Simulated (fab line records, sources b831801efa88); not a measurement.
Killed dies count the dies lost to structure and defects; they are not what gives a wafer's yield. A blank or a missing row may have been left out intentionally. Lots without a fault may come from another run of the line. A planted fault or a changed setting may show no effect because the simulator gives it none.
A lot that was struck, set against a sound lot    flow sky130    19 out of 708 route steps
Sound: these wafers, L592.2, L592.4, L592.6. Wafers L598.3, L598.4, L598.5 were the ones struck. At the end, the cause is stated.
For every step that has rows: the tool of each side, followed by ch and its chambers, followed by its first start. Under that, the readings that differ: sound wafers    struck wafers    difference of the means    sigmas: that difference in standard deviations of wafers without a fault.
alike: readings whose means differ by less than 2 such deviations, and words and numbers that are the same on both sides. not compared: withheld readings, readings that some wafer has no value for, bounds like >300 that may hide the same value, and numbers for which the record gives no deviation and whose values overlap.
A row with sigmas, a row that says differs or no value, or rows on one side alone: a step with any of these is where the two part. Non-overlapping numbers with no deviation appear without sigmas and do not part them. A reading that every wafer of one side lacks parts them only if that side has two wafers or more.

first, 1 step without rows for these wafers: SKY_FIELD_ISO_ANNEAL_26 (time 1800 s).
SKY_FIELD_ISO_CMP_27: polishes, stops on Si3N4, t overpolish 16 s, target thk 457.8 nm.
  sound on cmp-02 ch 1,2,3, day 3 07:52; struck on cmp-02 ch 2,3, day 4 08:36
  alike: motor current A, overpolish run s, retaining ring pressure frac, slurry flow ml min, time to endpoint s
then, 5 steps without rows for these wafers: SKY_FIELD_ISO_WET_ETCH_28 (etches SiO2 in dHF, target depth 23.7 nm, time 47 s); SKY_FIELD_ISO_WET_ETCH_29 (etches Si3N4 in H3PO4, target depth 160 nm, time 1825 s); SKY_FIELD_ISO_WET_ETCH_30 (etches SiO2 in dHF, target depth 25 nm, time 50 s); SKY_NWELL_CLEAN_00 (cleans in SC1/SC2, time 150 s); SKY_NWELL_OXIDATION_01 (stabilise 600 s, purge 300 s, target thk 10 nm).
SKY_NWELL_THK_MEAS_02:
  sound on film metro-02 at day 3 17:25; struck on film metro-02 at day 4 10:56
  alike: NWELL_OXIDATION_THK
then, 4 steps without rows for these wafers: SKY_DNWELL_DEHYDRATE_00 (time 60 s); SKY_DNWELL_HMDS_01 (prime time 60 s); SKY_DNWELL_COAT_02 (resist thk 3000 nm); SKY_DNWELL_SOFTBAKE_03.
SKY_DNWELL_EXPOSE_04: exposes mask DNM, target cd 3000 nm.
  sound on iline stepper-02 ch 0, day 4 01:10; struck on iline stepper-02 ch 0, day 4 20:24
reading  sound              struck             difference  sigmas
mask     DNM#0 DNM#0 DNM#0  NWM#0 NWM#0 NWM#0  differs     
then, 3 steps without rows for these wafers: SKY_DNWELL_PEB_05; SKY_DNWELL_DEVELOP_06 (develop time 60 s); SKY_DNWELL_IMPLANT_07.
SKY_DNWELL_STRIP_08: strips in O2/N2.
  sound on plasma asher-03 ch 0,1, day 4 08:59; struck on plasma asher-02 ch 0,1, day 5 04:49
  alike: drypump motor current A, oes product au, strip time to endpoint s
  not compared: rf hours counter h
SKY_DNWELL_TW_MEAS_09:
  sound on film metro-04 at day 4 09:06; struck on film metro-04 at day 5 05:08
reading    sound           struck    difference  sigmas
DNWELL_TW  1127 1125 1121  30 30 30  -1094       -99 or more
  not compared: hold
SKY_PAD_OPEN_PROBE_99:
  sound wafers here have rows in the record (prober-01, day 47 00:52); struck ones have none

WHERE THEY PART
First at SKY_DNWELL_EXPOSE_04; last, within this record, at SKY_PAD_OPEN_PROBE_99.

WHY: what had been put in by the simulator
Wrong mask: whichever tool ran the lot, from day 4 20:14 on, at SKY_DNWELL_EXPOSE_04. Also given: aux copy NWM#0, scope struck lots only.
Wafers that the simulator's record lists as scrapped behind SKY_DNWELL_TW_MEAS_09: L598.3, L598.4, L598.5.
